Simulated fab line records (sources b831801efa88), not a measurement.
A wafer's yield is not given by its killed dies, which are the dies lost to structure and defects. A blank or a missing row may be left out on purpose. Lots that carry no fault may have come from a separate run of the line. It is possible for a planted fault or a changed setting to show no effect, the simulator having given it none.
fab line records ; flow sky130
record: lots: 6; wafers: 18; last_day: 50
route steps=708 shown LDD_HVN@274 LDD_HVP@278 PAD_OPEN@708
lots that met no fault: from a run of the same line without faults
start_h: hours from the record's first day to the start of the lot's first wafer shown ; wait_h: hours from the lot's prior step to this one ; " as in the row above ; L1.1+2: one row covering several wafers at once ; - value missing, or start not given ; * or withheld: withheld ; < > ~ a bound
route shown NAME@n: NAME is a module with steps in the file, n the number in the route of the first one ; usual: mean/standard deviation taken from wafers without a fault ; same: alike in all rows ; chamber/n: place in a boat ; sites: readings site by site ; _std_site: how widely they spread, as a standard deviation ; _edge_site: inner sites' mean taken away from outer sites' mean ; radius_mm: how far each site lies from the wafer's centre ; mask NAME#n: copy n ; behind: the most recent tool/chamber to have shaped the wafer ; hold: cause of the lot's hold/its duration in hours/its outcome ; device: the transistor (n, p or np) that didn't switch ; end of line: the same wafers' tests at the end of the route ; a step with no rows: only its recipe ; killed: at the first sort, the dies lost to defects and structure; wafer yield is something else ; map: the dies of a wafer, with x for killed, . for not killed, _ for no die there
set.NAME: the setting that was run; set.NAME@STEP: the one run at that earlier step ; model.NAME: the simulator's own value behind a step, which no gauge read
lots at selected steps of the route; one table per step, one row per wafer
services: from which hour (start_h, from the record's first day; less than 0 if before it) a tool's chamber was out of use, for how many hours, and why
== steps ==
step: SKY_LDD_HVN_OVL_MEAS_07
usual: LDD_HVN_OVL: 1.2/1.3
lot.wafer;tool;chamber;start_h;wait_h;LDD_HVN_OVL[nm]
L810.2;overlay-01;-;470.57;0.1;0.1
L810.4;overlay-01;-;470.57;0.1;0.6
L810.6;overlay-01;-;470.57;0.1;-1.0
L814.2;overlay-01;-;504.93;0.1;1.6
L814.4;overlay-01;-;504.93;0.1;4.3
L814.5;overlay-01;-;504.93;0.1;0.5
L815.2;overlay-01;-;522.38;0.1;-2.0
L815.5;overlay-01;-;522.38;0.1;-3.0
L815.6;overlay-01;-;522.38;0.1;-0.4
L823.1;overlay-02;-;593.86;0.1;1.6
L823.2;overlay-02;-;593.86;0.1;0.3
L823.4;overlay-02;-;593.86;0.1;0.9
L830.2;overlay-02;-;642.18;0.1;2.1
L830.3;overlay-02;-;642.18;0.1;2.2
L830.4;overlay-02;-;642.18;0.1;3.7
L831.1;overlay-01;-;647.51;0.1;3.1
L831.3;overlay-01;-;647.51;0.1;2.5
L831.5;overlay-01;-;647.51;0.1;2.9
step: SKY_LDD_HVN_IMPLANT_08
recipe: species: P; energy_kev: 60; dose_cm2: 3e+13; tilt_deg: 40
step: SKY_LDD_HVN_STRIP_09
recipe: chemistry: O2/N2; power_w: 1400; pressure_mtorr: 1500; platen_temp_c: withheld; o2_flow_sccm: 3000; n2_flow_sccm: 300; overash_fraction: 0.5
usual: drypump_motor_current_A: 6.29/0.24; oes_product_au: 0.408/0.0043; strip_time_to_endpoint_s: 4.135/0.017
lot.wafer;tool;chamber;start_h;wait_h;drypump_motor_current_A;oes_product_au;rf_hours_counter_h;strip_time_to_endpoint_s
L810.2;plasma_asher-01;0;470.75;0.1;6.04;0.414;35;4.097
L810.4;plasma_asher-01;0;470.75;0.1;6.04;0.405;-;4.121
L810.6;plasma_asher-01;1;470.75;0.1;6.38;0.407;-;4.126
L814.2;plasma_asher-02;1;505.11;0.1;6.09;0.408;79;4.135
L814.4;plasma_asher-02;0;505.11;0.1;6.71;0.409;-;4.137
L814.5;plasma_asher-02;1;505.11;0.1;6.08;0.403;-;4.139
L815.2;plasma_asher-01;0;522.56;0.1;6.04;0.409;40;4.131
L815.5;plasma_asher-01;1;522.56;0.1;6.36;0.419;-;4.121
L815.6;plasma_asher-01;0;522.56;0.1;6.06;0.409;-;4.131
L823.1;plasma_asher-02;1;594.05;0.1;6.07;0.406;88;4.153
L823.2;plasma_asher-02;0;594.05;0.1;6.70;0.404;88;4.143
L823.4;plasma_asher-02;1;594.05;0.1;6.05;0.406;-;4.139
L830.2;plasma_asher-02;1;642.36;0.1;6.09;0.410;93;4.133
L830.3;plasma_asher-02;1;642.36;0.1;6.06;0.405;-;4.130
L830.4;plasma_asher-02;0;642.36;0.1;6.70;0.414;-;4.123
L831.1;plasma_asher-02;0;647.70;0.1;6.67;0.410;93;4.144
L831.3;plasma_asher-02;1;647.70;0.1;6.05;0.396;-;4.149
L831.5;plasma_asher-02;0;647.70;0.1;6.68;0.405;-;4.146
step: SKY_LDD_HVN_TW_MEAS_10
usual: LDD_HVN_TW: 1438/22
lot.wafer;tool;chamber;start_h;wait_h;LDD_HVN_TW
L810.2;film_metro-03;-;470.86;0.1;1445
L810.4;film_metro-03;-;470.86;0.1;1442
L810.6;film_metro-03;-;470.86;0.1;1442
L814.2;film_metro-01;-;505.22;0.1;1422
L814.4;film_metro-01;-;505.22;0.1;1421
L814.5;film_metro-01;-;505.22;0.1;1427
L815.2;film_metro-03;-;522.67;0.1;1440
L815.5;film_metro-03;-;522.67;0.1;1431
L815.6;film_metro-03;-;522.67;0.1;1435
L823.1;film_metro-02;-;594.15;0.1;1478
L823.2;film_metro-02;-;594.15;0.1;1466
L823.4;film_metro-02;-;594.15;0.1;1471
L830.2;film_metro-01;-;642.47;0.1;1422
L830.3;film_metro-01;-;642.47;0.1;1419
L830.4;film_metro-01;-;642.47;0.1;1421
L831.1;film_metro-01;-;647.80;0.1;1426
L831.3;film_metro-01;-;647.80;0.1;1424
L831.5;film_metro-01;-;647.80;0.1;1425
step: SKY_LDD_HVP_DEHYDRATE_00
recipe: temp_c: 200; time_s: 60
step: SKY_LDD_HVP_HMDS_01
recipe: prime_time_s: 60; prime_temp_c: 120
step: SKY_LDD_HVP_COAT_02
recipe: resist: NOVOLAK; spin_rpm: 3000; resist_thk_nm: 300
step: SKY_LDD_HVP_SOFTBAKE_03
recipe: temp_c: 90; time_s: 60; resist: NOVOLAK
step: SKY_LDD_HVP_EXPOSE_04
recipe: mask_id: HVPTM; na: 0.6; source_shape: conventional; sigma_outer: 0.6; polarization: unpolarized; target_cd_nm: 700; dose_mj: 86.61
step: SKY_LDD_HVP_PEB_05
recipe: temp_c: withheld; time_s: *; resist: NOVOLAK
step: SKY_LDD_HVP_DEVELOP_06
recipe: resist: NOVOLAK; developer: TMAH; develop_time_s: 60; dev_temp_c: 23
step: SKY_LDD_HVP_OVL_MEAS_07
usual: LDD_HVP_OVL: 0.4/1.2
lot.wafer;tool;chamber;start_h;wait_h;LDD_HVP_OVL[nm]
L810.2;overlay-02;-;501.33;0.1;1.3
L810.4;overlay-02;-;501.33;0.1;0.7
L810.6;overlay-02;-;501.33;0.1;1.5
L814.2;overlay-02;-;535.08;0.1;-0.6
L814.4;overlay-02;-;535.08;0.1;-1.7
L814.5;overlay-02;-;535.08;0.1;0.1
L815.2;overlay-02;-;552.53;0.1;1.6
L815.5;overlay-02;-;552.53;0.1;-0.4
L815.6;overlay-02;-;552.53;0.1;-0.8
L823.1;overlay-02;-;623.41;0.1;0.7
L823.2;overlay-02;-;623.41;0.1;2.5
L823.4;overlay-02;-;623.41;0.1;0.3
L830.2;overlay-02;-;669.42;0.1;1.5
L830.3;overlay-02;-;669.42;0.1;0.9
L830.4;overlay-02;-;669.42;0.1;-0.4
L831.1;overlay-01;-;676.06;0.1;1.3
L831.3;overlay-01;-;676.06;0.1;0.5
L831.5;overlay-01;-;676.06;0.1;-0.9
step: SKY_LDD_HVP_IMPLANT_08
recipe: species: B; energy_kev: 20; dose_cm2: 1.7e+13; tilt_deg: 17.9
usual: beam_energy_keV: 20.000/0.0054; end_station_pressure_torr: 5.1e-06/2.7e-07
lot.wafer;tool;chamber;start_h;wait_h;beam_energy_keV;end_station_pressure_torr;model.implant.rp_nm;model.implant.drp_nm
L810.2;implanter-02;0;501.38;0.0;20.000;4.83e-06;61.91;28.53
L810.4;implanter-02;0;501.38;0.0;19.999;4.84e-06;61.91;28.53
L810.6;implanter-02;0;501.38;0.0;19.996;5.01e-06;61.91;28.53
L814.2;implanter-02;0;535.13;0.0;16.798;5.27e-06;53.62;25.16
L814.4;implanter-02;0;535.13;0.0;16.790;4.91e-06;53.62;25.16
L814.5;implanter-02;0;535.13;0.0;16.797;5.22e-06;53.62;25.16
L815.2;implanter-02;0;552.58;0.0;16.796;5.38e-06;53.79;25.16
L815.5;implanter-02;0;552.58;0.0;16.801;5e-06;53.79;25.16
L815.6;implanter-02;0;552.58;0.0;16.795;4.92e-06;53.79;25.16
L823.1;implanter-01;0;623.45;0.0;20.003;5.01e-06;64;28.53
L823.2;implanter-01;0;623.45;0.0;20.009;5.43e-06;64;28.53
L823.4;implanter-01;0;623.45;0.0;20.001;5.45e-06;64;28.53
L830.2;implanter-03;0;669.47;0.0;20.005;5.35e-06;62.98;28.53
L830.3;implanter-03;0;669.47;0.0;20.007;5.75e-06;62.98;28.53
L830.4;implanter-03;0;669.47;0.0;19.995;5.48e-06;62.98;28.53
L831.1;implanter-01;0;676.10;0.0;19.997;5.04e-06;64.42;28.53
L831.3;implanter-01;0;676.10;0.0;20.001;4.83e-06;64.42;28.53
L831.5;implanter-01;0;676.10;0.0;20.007;5.14e-06;64.42;28.53
step: SKY_LDD_HVP_STRIP_09
recipe: chemistry: O2/N2; power_w: 1400; pressure_mtorr: 1500; platen_temp_c: withheld; o2_flow_sccm: 3000; n2_flow_sccm: 300; overash_fraction: 0.5
usual: drypump_motor_current_A: 6.05/0.22; oes_product_au: 0.409/0.0046; strip_time_to_endpoint_s: 4.137/0.013
lot.wafer;tool;chamber;start_h;wait_h;drypump_motor_current_A;oes_product_au;rf_hours_counter_h;strip_time_to_endpoint_s
L810.2;plasma_asher-01;0;501.51;0.1;6.04;0.401;38;4.157
L810.4;plasma_asher-01;0;501.51;0.1;6.03;0.404;-;4.154
L810.6;plasma_asher-01;1;501.51;0.1;6.36;0.406;-;4.144
L814.2;plasma_asher-03;0;535.26;0.1;6.18;0.409;76;4.137
L814.4;plasma_asher-03;1;535.26;0.1;6.26;0.400;-;4.133
L814.5;plasma_asher-03;1;535.26;0.1;6.26;0.409;-;4.130
L815.2;plasma_asher-04;1;552.71;0.1;5.87;0.418;12;4.158
L815.5;plasma_asher-04;1;552.71;0.1;5.88;0.402;-;4.122
L815.6;plasma_asher-04;0;552.71;0.1;5.79;0.409;-;4.177
L823.1;plasma_asher-01;1;623.60;0.1;6.38;0.410;50;4.102
L823.2;plasma_asher-01;0;623.60;0.1;6.05;0.405;50;4.106
L823.4;plasma_asher-01;0;623.60;0.1;6.05;0.413;-;4.131
L830.2;plasma_asher-04;1;669.60;0.1;5.88;0.402;25;4.142
L830.3;plasma_asher-04;1;669.60;0.1;5.89;0.406;-;4.121
L830.4;plasma_asher-04;0;669.60;0.1;5.76;0.410;-;4.147
L831.1;plasma_asher-01;0;676.25;0.1;6.06;0.398;55;4.125
L831.3;plasma_asher-01;0;676.25;0.1;6.05;0.408;-;4.147
L831.5;plasma_asher-01;1;676.25;0.1;6.36;0.408;-;4.146
step: SKY_PAD_OPEN_PROBE_99
usual: killed_at_M0_to_M3: 44/7.1; killed_at_M4_up: 3.3/1.8; killed_at_contacts: 23/5.5; killed_at_front_end: 15/4.5; killed_at_other: 0.2/0.48; killed_dies: 85/8.4; killed_open: 46/6.6; killed_short: 39/6.1
same: gross_dies: 492; killed_at_back_side: 0
lot.wafer;tool;chamber;start_h;wait_h;killed_at_M0_to_M3;killed_at_M4_up;killed_at_contacts;killed_at_front_end;killed_at_other;killed_dies;killed_open;killed_short;model.etest.tip_p_5v.rs_ohm_sq
L810.2;prober-02;-;1080.34;0.1;51;2;24;9;0;86;48;38;2872
L810.4;prober-02;-;1080.44;0.2;39;1;28;31;0;99;52;47;2873
L810.6;prober-02;-;1080.54;0.2;43;1;21;22;1;88;46;42;2877
L814.2;prober-01;-;1105.26;0.1;50;5;30;17;0;102;56;45;2957
L814.4;prober-01;-;1105.36;0.2;56;4;19;20;0;99;53;46;2946
L814.5;prober-01;-;1105.41;0.2;35;2;21;16;0;74;41;32;2930
L815.2;prober-02;-;1112.58;0.1;35;5;30;13;0;83;50;33;2948
L815.5;prober-02;-;1112.73;0.2;42;5;29;10;0;86;50;36;2949
L815.6;prober-02;-;1112.78;0.2;40;5;18;15;0;78;48;30;2961
L823.1;prober-02;-;1164.01;0.1;24;3;27;8;2;64;39;24;2843
L823.2;prober-02;-;1164.06;0.1;57;3;19;13;1;93;52;41;2857
L823.4;prober-02;-;1164.16;0.2;51;3;16;9;0;79;38;40;2860
L830.2;prober-01;-;1189.46;0.1;48;1;21;17;0;87;51;36;2908
L830.3;prober-01;-;1189.51;0.2;38;4;28;11;0;81;45;36;2913
L830.4;prober-01;-;1189.56;0.2;48;0;25;11;1;85;48;37;2909
L831.1;prober-02;-;1191.62;0.1;38;3;13;16;0;70;37;31;2840
L831.3;prober-02;-;1191.72;0.2;39;1;16;12;0;68;40;28;2889
L831.5;prober-02;-;1191.82;0.2;35;4;26;19;0;84;44;38;2847
killed by level:class
L810.2 VIA2:geometric_particle:open=13 VIA1:geometric_particle:open=9 CONTACT:geometric_particle:open=7 LOCAL_INTERCONNECT:geometric_particle:short=6 VIA3:geometric_particle:open=6 CONTACT:geometric_particle:short=5 VIA1:geometric_particle:short=4 METAL2:geometric_particle:short=4
L810.4 FIELD_ISO:geometric_particle:short=10 CONTACT:geometric_particle:open=9 LI_CONTACT:geometric_particle:open=8 VIA1:geometric_particle:open=8 FIELD_ISO:geometric_particle:open=7 POLY_GATE:geometric_particle:open=7 VIA1:geometric_particle:short=6 VIA3:geometric_particle:open=6
L810.6 VIA2:geometric_particle:open=8 CONTACT:geometric_particle:open=7 VIA3:geometric_particle:open=7 METAL1:geometric_particle:short=6 LI_CONTACT:geometric_particle:open=5 POLY_GATE:geometric_particle:short=5 POLY_GATE:geometric_particle:open=5 VIA1:geometric_particle:open=5
L814.2 VIA1:geometric_particle:open=11 VIA2:geometric_particle:open=10 CONTACT:geometric_particle:open=8 LI_CONTACT:geometric_particle:open=7 VIA1:geometric_particle:short=7 POLY_GATE:geometric_particle:short=6 CONTACT:geometric_particle:short=6 VIA3:geometric_particle:open=6
L814.4 VIA1:geometric_particle:open=14 METAL2:geometric_particle:short=9 VIA1:geometric_particle:short=9 LI_CONTACT:geometric_particle:open=8 VIA3:geometric_particle:open=7 CONTACT:geometric_particle:open=6 METAL1:geometric_particle:short=5 POLY_GATE:geometric_particle:open=5
L814.5 CONTACT:geometric_particle:open=9 VIA1:geometric_particle:open=9 VIA2:geometric_particle:short=6 VIA3:geometric_particle:open=6 CONTACT:geometric_particle:short=4 VIA3:geometric_particle:short=4 FIELD_ISO:geometric_particle:short=3 FIELD_ISO:geometric_particle:open=3
L815.2 VIA1:geometric_particle:open=12 CONTACT:geometric_particle:open=12 LI_CONTACT:geometric_particle:open=6 LOCAL_INTERCONNECT:geometric_particle:short=6 VIA2:geometric_particle:open=5 METAL2:geometric_particle:short=5 FIELD_ISO:geometric_particle:open=4 VIA1:geometric_particle:short=4
L815.5 LI_CONTACT:geometric_particle:open=10 VIA1:geometric_particle:open=9 LOCAL_INTERCONNECT:geometric_particle:short=8 CONTACT:geometric_particle:open=7 VIA2:geometric_particle:open=6 METAL1:geometric_particle:short=4 VIA1:geometric_particle:short=4 VIA3:geometric_particle:open=4
L815.6 CONTACT:geometric_particle:open=8 VIA1:geometric_particle:open=8 VIA3:geometric_particle:open=7 FIELD_ISO:geometric_particle:open=6 VIA1:geometric_particle:short=6 VIA2:geometric_particle:open=5 LOCAL_INTERCONNECT:geometric_particle:short=4 FIELD_ISO:geometric_particle:short=3
L823.1 VIA1:geometric_particle:open=9 CONTACT:geometric_particle:open=8 LOCAL_INTERCONNECT:geometric_particle:short=7 LI_CONTACT:geometric_particle:open=6 VIA3:geometric_particle:open=4 FIELD_ISO:geometric_particle:short=3 POLY_GATE:geometric_particle:open=3 LI_CONTACT:geometric_particle:short=3
L823.2 VIA3:geometric_particle:open=12 VIA1:geometric_particle:open=11 CONTACT:geometric_particle:open=9 VIA1:geometric_particle:short=8 METAL2:geometric_particle:short=8 METAL1:geometric_particle:short=5 VIA2:geometric_particle:open=5 FIELD_ISO:geometric_particle:open=3
L823.4 VIA1:geometric_particle:open=10 VIA3:geometric_particle:open=8 METAL1:geometric_particle:short=7 VIA1:geometric_particle:short=6 VIA2:geometric_particle:open=6 POLY_GATE:geometric_particle:open=4 LI_CONTACT:geometric_particle:open=4 LOCAL_INTERCONNECT:geometric_particle:short=4
L830.2 VIA3:geometric_particle:open=10 VIA2:geometric_particle:open=8 VIA1:geometric_particle:open=7 FIELD_ISO:geometric_particle:open=6 CONTACT:geometric_particle:open=6 LI_CONTACT:geometric_particle:open=6 FIELD_ISO:geometric_particle:short=5 CONTACT:geometric_particle:short=5
L830.3 VIA1:geometric_particle:open=10 CONTACT:geometric_particle:open=10 LOCAL_INTERCONNECT:geometric_particle:short=8 VIA3:geometric_particle:open=7 CONTACT:geometric_particle:short=6 METAL2:geometric_particle:short=5 FIELD_ISO:geometric_particle:open=4 METAL3:geometric_particle:short=4
L830.4 LI_CONTACT:geometric_particle:open=10 VIA1:geometric_particle:open=10 VIA2:geometric_particle:open=9 METAL2:geometric_particle:short=6 CONTACT:geometric_particle:open=6 METAL3:geometric_particle:short=6 CONTACT:geometric_particle:short=4 VIA3:geometric_particle:open=4
L831.1 VIA1:geometric_particle:open=14 POLY_GATE:geometric_particle:open=5 CONTACT:geometric_particle:open=5 METAL2:geometric_particle:short=5 POLY_GATE:geometric_particle:short=4 METAL3:geometric_particle:short=4 VIA3:geometric_particle:open=4 LI_CONTACT:geometric_particle:open=3
L831.3 VIA1:geometric_particle:open=11 FIELD_ISO:geometric_particle:open=6 VIA1:geometric_particle:short=6 VIA3:geometric_particle:open=6 LI_CONTACT:geometric_particle:open=5 FIELD_ISO:geometric_particle:short=4 CONTACT:geometric_particle:open=4 METAL2:geometric_particle:short=4
L831.5 LI_CONTACT:geometric_particle:open=9 CONTACT:geometric_particle:open=8 VIA3:geometric_particle:open=7 FIELD_ISO:geometric_particle:short=4 POLY_GATE:geometric_particle:open=4 LOCAL_INTERCONNECT:geometric_particle:short=4 METAL1:geometric_particle:short=4 VIA3:geometric_particle:short=4
== services ==
tool;chamber;start_h;hours;kind
implanter-03;-;450.20;4.6;pm
implanter-03;-;464.04;16.0;pm
implanter-01;-;519.63;48.3;pm
plasma_asher-01;-;535.73;2.8;pm
plasma_asher-03;-;549.81;15.6;pm
implanter-02;-;589.81;1.0;repair
plasma_asher-01;-;610.56;3.6;repair
plasma_asher-03;-;639.08;14.6;pm
implanter-02;-;667.75;0.5;repair
== key ==
first_sign: step: SKY_LDD_HVP_IMPLANT_08; reading: beam_energy_keV; direction: down; sigmas: 99+; usual: *; struck: *
effect none on later readings
model_effect: step: SKY_LDD_HVP_IMPLANT_08; value: implant.rp_nm; without: 63.85; struck: 53.71
model_effect: step: SKY_PAD_OPEN_PROBE_99; value: etest.tip_p_5v.rs_ohm_sq; without: 2837; struck: 2948
met_at SKY_LDD_HVP_IMPLANT_08
struck_wafers L814.2,L814.4,L814.5,L815.2,L815.5,L815.6
tester_left_out L814,L815
onset_between 501.38 535.13
fault: kind: process_parameter_drift; tool: implanter-02; chamber: -; onset_h: 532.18; steps: SKY_LDD_HVP_IMPLANT_08; channel: energy_kev; offset: *; shape: step; end_h: 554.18; acts_in: *; stated: *
tester_left_out: of these lots the tester's yield and bins aren't shown, on N5 and GAA mostly nor the transistor test; their killed dies are dies lost to structure and defects alone, not to doping, threshold or leakage, so they don't give the yield
